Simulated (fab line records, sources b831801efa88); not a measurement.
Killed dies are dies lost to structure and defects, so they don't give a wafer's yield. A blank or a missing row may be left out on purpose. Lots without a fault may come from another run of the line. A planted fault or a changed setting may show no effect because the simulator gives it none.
Which tool did it? | flow gf180mcu | 11 lots, 32 wafers sampled, at 4 steps of a route of 602

WHAT THE GAUGES READ, wafer by wafer
GF_V2_RS_MEAS_24: measures by four-point-probe.
lot  | measured     | on            | V2_W_RS (ohm/sq)
L577 | day 20 12:51 | film_metro-04 | 0.328 0.336 0.327
L578 | day 20 23:31 | film_metro-04 | 0.335 0.340 0.336
L579 | day 21 04:22 | film_metro-02 | 0.322 0.323 0.322
L581 | day 21 17:01 | film_metro-02 | 0.335 0.341 0.338
L582 | day 22 09:06 | film_metro-02 | 0.335 0.329 0.333
L583 | day 22 14:25 | film_metro-04 | 0.327 0.325 0.326
L584 | day 23 10:16 | film_metro-04 | 0.328 0.333 0.334
L587 | day 24 06:35 | film_metro-01 | 0.337 0.241
L595 | day 26 14:05 | film_metro-01 | 0.336 0.325 0.331
L598 | day 27 09:40 | film_metro-02 | 0.329 0.325 0.324
L600 | day 27 20:20 | film_metro-04 | 0.326 0.334 0.339

WHICH TOOL RAN EACH LOT (tool, then ch and the chambers of the sampled wafers, then the start)
lot  | GF_M1_SPUTTER_03             | GF_V2_CVD_02                    | GF_V2_CVD_23
L577 | pvd_sputter-03, day 16 09:44 | pecvd-01 ch 0,1, day 19 11:59   | cvd_w-01 ch 0,1, day 20 12:44
L578 | pvd_sputter-03, day 16 20:09 | pecvd-03 ch 1,2, day 19 22:23   | cvd_w-01 ch 1, day 20 23:24
L579 | pvd_sputter-01, day 16 23:03 | pecvd-03 ch 0,1, day 20 03:05   | cvd_w-02 ch 0,1, day 21 04:14
L581 | pvd_sputter-03, day 17 11:30 | pecvd-03 ch 0,1,2, day 20 15:42 | cvd_w-01 ch 0,1, day 21 16:53
L582 | pvd_sputter-03, day 18 04:05 | pecvd-03 ch 0,1,2, day 21 07:52 | cvd_w-01 ch 0,1, day 22 08:59
L583 | pvd_sputter-01, day 18 08:15 | pecvd-03 ch 0,2, day 21 12:56   | cvd_w-02 ch 0,1, day 22 14:18
L584 | pvd_sputter-01, day 19 05:46 | pecvd-04 ch 0,1,2, day 22 09:49 | cvd_w-01 ch 0,1, day 23 10:08
L587 | pvd_sputter-03, day 20 03:45 | pecvd-01 ch 1,2, day 23 06:59   | cvd_w-01 ch 0,1, day 24 06:27
L595 | pvd_sputter-04, day 22 17:20 | pecvd-03 ch 0,1,2, day 25 15:50 | cvd_w-02 ch 0,1, day 26 13:59
L598 | pvd_sputter-04, day 23 16:06 | pecvd-03 ch 0,1,2, day 26 11:56 | cvd_w-02 ch 0,1, day 27 09:32
L600 | pvd_sputter-01, day 24 02:15 | pecvd-03 ch 0,1,2, day 26 22:14 | cvd_w-02 ch 0,1, day 27 20:14
- GF_M1_SPUTTER_03: material Ti, target thk 10 nm, time 6.7 s.
- GF_V2_CVD_02: deposits SiO2 from TEOS, target thk 850 nm, time 94.851 s.
- GF_V2_CVD_23: deposits W, target thk 350 nm, time 104.94 s.

THE ANSWER, worked out from the rows above alone
Rule: what is usual is taken from the lots themselves. Put in order of their means at a reading, lots are off if they are a third of the lots or fewer, leave a main group of 4 or more, and stand apart from it by a gap of 3 or more times the standard deviation of the main group's means; of several such gaps the widest counts. A main group whose means are all the same, to the digits that the tables above print for the reading, isn't used. A lot without any number at a reading at which 4 lots or more have one is off too. The other lots that the step has rows for count as sound.
Off: L587, at GF_V2_RS_MEAS_24 (V2_W_RS). The main group: mean 0.331 ohm/sq, standard deviation 0.0046.
A tool fits if, at a process step before that reading, it ran every lot that is off, and no sound lot after the first of them. The gauges at GF_V2_RS_MEAS_24 are tried like those tools. Can't be told from this: 3 tools fit, pvd_sputter-03 at GF_M1_SPUTTER_03, pecvd-01 at GF_V2_CVD_02, cvd_w-01 at GF_V2_CVD_23.

WHAT THE SIMULATOR HAD PUT IN
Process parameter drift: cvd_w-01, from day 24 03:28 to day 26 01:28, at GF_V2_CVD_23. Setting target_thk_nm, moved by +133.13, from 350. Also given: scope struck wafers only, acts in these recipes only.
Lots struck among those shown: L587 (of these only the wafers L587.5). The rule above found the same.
